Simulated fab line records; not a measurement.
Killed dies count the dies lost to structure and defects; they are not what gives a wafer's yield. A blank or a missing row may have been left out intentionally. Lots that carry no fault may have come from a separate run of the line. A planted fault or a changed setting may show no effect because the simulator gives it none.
The tool behind it: which one?    flow sky130    33 wafers from 11 lots sampled at 3 of the route's 708 steps

## WHAT EACH GAUGE READ, for each wafer
SKY_POLY_GATE_THK_MEAS_21.
lot   measured      on             POLY_GATE_OXIDATION_THK (nm)
L239  day 16 13:17  film metro-03  4.03 3.91 4.00
L240  day 17 02:14  film metro-02  4.09 4.11 4.05
L241  day 17 10:04  film metro-03  3.99 3.99 3.82
L244  day 18 11:13  film metro-02  3.96 3.94 3.92
L245  day 19 00:59  film metro-01  4.04 3.96 4.04
L248  day 19 23:41  film metro-02  4.03 4.04 4.00
L249  day 20 10:37  film metro-03  3.97 3.98 3.99
L250  day 20 21:11  film metro-03  3.90 3.92 3.88
L253  day 21 16:20  film metro-03  3.99 3.98 3.94
L260  day 24 04:44  film metro-01  3.55 3.59 3.62
L259  day 24 08:11  film metro-02  3.57 3.53 3.62

SKY_CONTACT_OVL_MEAS_15.
lot   measured      on          CONTACT_OVL (nm)
L239  day 31 13:55  overlay-01  9 6 10
L240  day 32 03:37  overlay-02  7 4 8
L241  day 32 10:33  overlay-02  -14 -10 -1
L244  day 33 09:55  overlay-02  2 -1 2
L245  day 33 20:49  overlay-01  -3 -3 -4
L248  day 34 19:31  overlay-01  -2 0 3
L249  day 35 02:30  overlay-02  -8 0 -11
L250  day 35 09:06  overlay-01  0 3 0
L253  day 36 03:22  overlay-02  4 4 2
L260  day 38 04:36  overlay-01  -1 -3 -5
L259  day 38 09:57  overlay-01  12 7 4

## WHICH TOOL RAN EACH LOT (tool, then ch and the chambers of the sampled wafers, then the start)
lot   SKY_POLY_GATE_OXIDATION_20
L239  furnace-01 ch 0, day 16 12:02
L240  furnace-01 ch 0, day 17 00:58
L241  furnace-02 ch 0, day 17 08:49
L244  furnace-01 ch 0, day 18 09:58
L245  furnace-01 ch 0, day 18 23:44
L248  furnace-01 ch 0, day 19 22:26
L249  furnace-01 ch 0, day 20 09:22
L250  furnace-02 ch 0, day 20 19:55
L253  furnace-02 ch 0, day 21 15:04
L260  furnace-01 ch 0, day 24 03:29
L259  furnace-01 ch 0, day 24 06:56
- SKY_POLY_GATE_OXIDATION_20: stabilise 600 s, purge 300 s, target thk 4 nm.

## WHAT THE TOOLS THEMSELVES READ (means of the sampled wafers that have a number; where no wafer has one, the mark that the record gives instead)
SKY_POLY_GATE_OXIDATION_20.
lot   tool        spike tc bottom C (C)  spike tc centre C (C)  spike tc lower C (C)  spike tc top C (C)  spike tc upper C (C)  tube center temp C (C)  tube_center_temp_C_max  zone power centre pct (%)
L239  furnace-01  865.5                  849.8                  851.6                 861.9               848.5                 850                     851.8                   15.1
L240  furnace-01  864.4                  851.5                  851.3                 862.1               849.5                 850                     852.0                   15.1
L241  furnace-02  870.0                  850.7                  850.2                 857.0               848.0                 850                     852.1                   17.1
L244  furnace-01  865.7                  849.5                  851.4                 861.7               849.1                 850                     852.3                   15.3
L245  furnace-01  865.1                  851.0                  850.9                 861.1               850.3                 850                     852.0                   15.3
L248  furnace-01  864.9                  850.3                  851.1                 861.8               849.1                 850                     852.1                   15.1
L249  furnace-01  864.9                  850.9                  851.4                 862.2               849.8                 850                     852.1                   15.1
L250  furnace-02  869.3                  849.9                  850.7                 857.0               846.7                 850                     852.5                   17.1
L253  furnace-02  870.3                  849.8                  849.7                 856.3               847.4                 850                     852.0                   17.1
L260  furnace-01  856.8                  842.1                  842.7                 853.9               840.4                 842                     844.3                   14.9
L259  furnace-01  856.0                  842.6                  842.8                 854.0               841.1                 842                     843.9                   15.0

## THE ANSWER, worked out from the rows above alone
Rule: what is usual is taken from the lots themselves. The widest of any qualifying gaps counts: lots, ordered by their means at a reading, are off when they make up no more than a third of the lots, leave a main group of 4 or more, and stand apart from it by 3 or more times the standard deviation of that group's means. A main group whose means are all the same, to the digits that the tables above print for the reading, isn't used. Also off: a lot with no number at a reading for which 4 or more lots have one. Where the step has rows for the other lots, those lots are counted as sound. First the gauges in route order, then the tools' own readings, where a lot's mean is used as printed above. At the first step where some lot is off, the reading lying furthest off is the one used; lots without a number count as furthest.
Off: L260, L259, seen at SKY_POLY_GATE_THK_MEAS_21 (POLY_GATE_OXIDATION_THK). The main group: mean 3.98 nm, standard deviation 0.052.
If a tool, at a process step before that reading, ran all the lots that are off and no sound lot after the first of them, it fits. The gauges at SKY_POLY_GATE_THK_MEAS_21 aren't tried: what is off there is off at SKY_POLY_GATE_OXIDATION_20 too, on other tools, and a gauge's error can't cause that. One candidate fits, namely furnace-01 at SKY_POLY_GATE_OXIDATION_20. A fault onset in the window from L249 (day 20 09:22, its last sound lot) to L260 (day 24 03:29, its first lot off) fits.
The tool's own readings at SKY_POLY_GATE_OXIDATION_20 bear it out: on the lots that are off they differ by more than 5 times the standard deviation of the sound lots' means. spike tc centre C reads 842.4 C there against 850.4 C on the sound lots; spike tc lower C reads 842.8 C there against 850.9 C on the sound lots; spike tc upper C reads 840.8 C there against 848.7 C on the sound lots; tube center temp C reads 842 C there against 850 C on the sound lots; tube_center_temp_C_max reads 844.1 there against 852.1 on the sound lots.

## WHAT HAD BEEN PUT IN BY THE SIMULATOR
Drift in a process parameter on furnace-01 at SKY_POLY_GATE_OXIDATION_20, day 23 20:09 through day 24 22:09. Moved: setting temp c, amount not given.
Lots struck among those shown: L260, L259. The rule above reached the same finding.
